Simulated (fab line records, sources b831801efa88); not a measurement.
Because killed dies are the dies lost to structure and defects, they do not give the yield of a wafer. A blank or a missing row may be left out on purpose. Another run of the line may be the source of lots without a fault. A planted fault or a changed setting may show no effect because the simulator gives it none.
A sampling plan put to the test | flow sky130 | one fab line, 8 faults that these records tell of, each judged on the records of the lots that it struck; 5 more are left out, because the records don't allow judging them
What counts as the plan is the set of the line's own looks, namely the steps on the route at which a gauge or an inspection reads a wafer and does not change it. A look is open to judgement when struck wafers have a number at it and the file gives its usual mean and standard deviation on fault-free wafers. Caught: at a look after the fault's first step, the mean of the struck wafers lies 4 or more of those standard deviations (sigma) from the usual mean. On the tool: the fault's steps, tested the same way using the tool's own readings. If the struck wafers alone have a blank record, or they carry another recipe, that too counts as caught.

## THE FAULTS, as the simulator had put them in
1. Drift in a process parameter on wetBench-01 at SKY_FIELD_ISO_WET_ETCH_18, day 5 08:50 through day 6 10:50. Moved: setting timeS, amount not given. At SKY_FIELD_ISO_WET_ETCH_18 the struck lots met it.
2. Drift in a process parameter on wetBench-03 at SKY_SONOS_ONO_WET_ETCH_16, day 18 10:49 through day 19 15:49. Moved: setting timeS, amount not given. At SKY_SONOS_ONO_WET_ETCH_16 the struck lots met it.
3. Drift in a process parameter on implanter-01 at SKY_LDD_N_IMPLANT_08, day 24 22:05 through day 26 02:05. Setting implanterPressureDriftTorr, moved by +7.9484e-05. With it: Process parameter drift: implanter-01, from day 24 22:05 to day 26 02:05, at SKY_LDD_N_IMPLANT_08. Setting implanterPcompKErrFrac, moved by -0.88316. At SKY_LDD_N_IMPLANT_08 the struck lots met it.
4. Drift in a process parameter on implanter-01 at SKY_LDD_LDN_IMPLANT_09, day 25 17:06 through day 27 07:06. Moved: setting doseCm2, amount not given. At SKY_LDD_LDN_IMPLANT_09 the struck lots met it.
5. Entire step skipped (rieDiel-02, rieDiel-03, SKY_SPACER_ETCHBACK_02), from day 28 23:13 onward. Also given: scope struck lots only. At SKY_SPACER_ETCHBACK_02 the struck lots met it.
6. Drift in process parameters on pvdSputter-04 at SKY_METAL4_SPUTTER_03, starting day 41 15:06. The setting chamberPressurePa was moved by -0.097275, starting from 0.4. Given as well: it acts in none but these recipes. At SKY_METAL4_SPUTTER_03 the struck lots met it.
7. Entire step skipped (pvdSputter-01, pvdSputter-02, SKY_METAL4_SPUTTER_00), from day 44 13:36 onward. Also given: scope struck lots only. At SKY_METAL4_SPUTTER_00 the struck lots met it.
8. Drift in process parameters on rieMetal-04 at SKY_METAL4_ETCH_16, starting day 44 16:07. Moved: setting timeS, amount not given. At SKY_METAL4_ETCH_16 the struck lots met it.

## WHAT THE PLAN SAW
fault | on the tool itself                               | first look that catches it                      | reading, sigma | median hours from its first step to that look | hours from the fault's start to the first struck lot there | judged looks passed uncaught
1     | runLengthS -85 sigma                             | none of the 2 looks that can be judged after it | -              | -                                             | -                                                          | 2
2     | runLengthS -9.3 sigma                            | not the one look that can be judged after it    | -              | -                                             | -                                                          | 1
3     | endStationPressureTorr +99 or beyond sigma       | no look after it can be judged                  | -              | -                                             | -                                                          | 0
4     | doseIonsCm2 -99 or beyond sigma                  | not the one look that can be judged after it    | -              | -                                             | -                                                          | 1
5     | the tool's record is blank for the struck wafers | no look after it can be judged                  | -              | -                                             | -                                                          | 0
6     | chamberPressurePa -99 or beyond sigma            | not the one look that can be judged after it    | -              | -                                             | -                                                          | 1
7     | the tool's record is blank for the struck wafers | no look after it can be judged                  | -              | -                                             | -                                                          | 0
8     | oesProductAu +72 sigma                           | not the one look that can be judged after it    | -              | -                                             | -                                                          | 1
A dash: this means the fault isn't caught or the number doesn't appear in these records.

Caught at a look: 0 of 8. Caught on the tool: 8 of 8. By one or the other: 8 of 8.
On the tool alone, faults 1, 2, 3, 4, 5, 6, 7, 8 were caught.
